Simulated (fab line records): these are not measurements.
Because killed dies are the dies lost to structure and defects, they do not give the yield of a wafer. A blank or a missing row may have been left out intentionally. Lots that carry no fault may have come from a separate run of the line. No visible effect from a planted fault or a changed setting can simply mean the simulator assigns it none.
2 desks, one fault :: flow sky130 :: only its own numbers are on each desk; what lay behind them is given at the end

## THE TOOL OWNER'S DESK: krf scanner-01
The tool's own readings at SKY_METAL4_EXPOSE_10 (exposes mask MM4, target cd 300 nm): means of the sampled wafers that have a number, for each lot that ran on this tool. A lot is out of limits, marked OUT, if its mean lies more than 4 standard deviations from the usual mean; the brackets give that distance.
Columns: A = exposure dose mJ cm2 at SKY_METAL4_EXPOSE_10, usual 27.96
lot: L559
first seen here: day 41 11:37
A: 27.97

lot: L568
first seen here: day 43 17:20
A: 25.52 (-63) OUT

lot: L569
first seen here: day 44 05:17
A: 25.99 (-50) OUT

lot: L572
first seen here: day 45 02:25
A: 26.43 (-39) OUT
Finding of this desk: L568, L569, L572 out of limits; the first was L568 at day 43 17:20, on exposure dose mJ cm2 at SKY_METAL4_EXPOSE_10. L559 stayed within limits.

## THE METROLOGY DESK
What the gauges read for every lot (on any tool): the sampled wafers with a number, averaged. A lot is out of limits, marked OUT, if its mean lies more than 4 standard deviations from the usual mean; the brackets give that distance.
Columns: A = CAPM_TIN_THK at SKY_CAPM_THK_MEAS_04, usual 203.1 nm; B = VIA3_BOW at SKY_VIA3_BOW_MEAS_03, usual 78 um; C = cd nm at SKY_METAL4_CD_MEAS_13, usual 300.0 nm
lot: L559
first seen here: day 36 12:19
A: 202.6
B: 76
C: 300.7

lot: L560
first seen here: day 36 13:52
A: 203.0
B: 80
C: 302.1

lot: L561
first seen here: day 37 08:11
A: 199.4
B: 77
C: 300.5

lot: L562
first seen here: day 37 10:28
A: 205.1
B: 89
C: 298.8

lot: L568
first seen here: day 39 01:03
A: 203.2
B: 74
C: 317.6 (+11) OUT

lot: L570
first seen here: day 39 01:22
A: 205.1
B: 67
C: 301.4

lot: L569
first seen here: day 39 14:49
A: 204.7
B: 88
C: 313.2 (+8.2) OUT

lot: L572
first seen here: day 40 14:16
A: 204.2
B: 74
C: 311.1 (+7.0) OUT

lot: L575
first seen here: day 41 07:16
A: 203.4
B: 69
C: 298.8

lot: L577
first seen here: day 41 14:33
A: 202.2
B: 63
C: 296.3

lot: L578
first seen here: day 42 15:30
A: 203.4
B: 77
C: 301.6

lot: L579
first seen here: day 42 19:34
A: 200.5
B: 70
C: 298.0

lot: L582
first seen here: day 43 01:38
A: 201.8
B: 71
C: 298.1
Finding of this desk: L568, L569, L572 out of limits; the first was L568 at day 44 03:35, on cd nm at SKY_METAL4_CD_MEAS_13. L559, L560, L561, L562, L570, L575, L577, L578, L579, L582 stayed within limits.

## ALL TOGETHER
An alarm could have come from the tool owner's desk at day 43 17:20, on L568, L569, L572.
On L568, L569, L572, the metrology desk was in a position to raise an alarm at day 44 03:35.
On krf scanner-01, each named lot ran SKY_METAL4_EXPOSE_10.

## WHAT HAD BEEN PUT IN BY THE SIMULATOR
Process parameter drift: krf scanner-01, from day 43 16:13 on, at SKY_METAL4_EXPOSE_10. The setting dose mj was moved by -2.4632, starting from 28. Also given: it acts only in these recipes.
Struck lots among those shown: L568, L569, L572.
Counting hours from when the fault started, the first reading out of limits came at 1 for the tool owner's desk and at 11 for the metrology desk.
